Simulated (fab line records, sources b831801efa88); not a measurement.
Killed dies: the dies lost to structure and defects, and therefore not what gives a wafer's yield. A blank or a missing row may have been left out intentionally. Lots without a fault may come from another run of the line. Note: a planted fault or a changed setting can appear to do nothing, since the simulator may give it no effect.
2 desks, one fault | flow sky130 | what lay behind the numbers comes last; until then each desk has only its own

AT THE METROLOGY DESK
Lot by lot, what the gauges showed, no matter which tool ran the lot: averages of those sampled wafers that carry a number. The brackets show how far a lot's mean lies from the usual mean; more than 4 standard deviations puts the lot out of limits, marked OUT.
Columns: A = CAP2M_OVL at SKY_CAP2M_OVL_MEAS_12, usual 0.5 nm; B = cd_nm at SKY_METAL4_CD_MEAS_13, usual 300.4 nm; C = METAL4_OVL at SKY_METAL4_OVL_MEAS_14, usual -2 nm
lot  | first seen here | A    | B     | C
L889 | day 40 14:00    | -1.4 | 299.0 | -1
L894 | day 42 08:44    | -0.7 | 300.8 | -10
L895 | day 42 17:10    | -0.9 | 302.0 | -4
L896 | day 42 18:17    | -0.4 | 304.3 | -5
L897 | day 43 07:41    | 1.1  | 302.3 | 1
L905 | day 46 15:35    | 0.6  | 300.3 | -8
L910 | day 46 21:35    | -0.6 | 297.7 | -7
Result from this desk: across the 7 lots, nothing is out of limits.

THE TOOL OWNER'S DESK: krf_scanner-02
The tool's own readings at SKY_METAL4_EXPOSE_10 (exposes mask MM4, target cd 300 nm): means of the sampled wafers that have a number, for each lot that ran on this tool. The brackets show how far a lot's mean lies from the usual mean; more than 4 standard deviations puts the lot out of limits, marked OUT.
Columns: A = exposure_dose_mJ_cm2 at SKY_METAL4_EXPOSE_10, usual 27.96; B = focus_offset_nm at SKY_METAL4_EXPOSE_10, usual 0.0 nm
lot  | first seen here | A                | B
L894 | day 42 21:06    | 27.97            | -0.5
L895 | day 43 04:02    | 27.55 (-13) OUT  | 0.2
L896 | day 43 05:41    | 27.56 (-13) OUT  | 0.4
L897 | day 43 19:02    | 27.71 (-8.0) OUT | -0.8
This desk's finding: out of limits on L895, L896, L897; first on L895, day 43 04:02 (exposure_dose_mJ_cm2 at SKY_METAL4_EXPOSE_10). L894 stayed within limits.

PUT TOGETHER
The tool owner's desk had the chance to raise an alarm at day 43 04:02 on L895, L896, L897.
At the metrology desk, nothing out of limits was observed.
The metrology desk has L895, L896, L897 on record, within its limits.
SKY_METAL4_EXPOSE_10 was run on krf_scanner-02 by each of the lots named.

WHAT WAS PUT IN BY THE SIMULATOR
Drift in process parameters on krf_scanner-02 at SKY_METAL4_EXPOSE_10, starting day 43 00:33. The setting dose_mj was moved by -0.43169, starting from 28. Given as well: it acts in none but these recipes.
Lots struck among those shown: L895, L896, L897.
Time in hours from fault onset to the first out-of-limits reading at each desk: the tool owner's desk, 3.
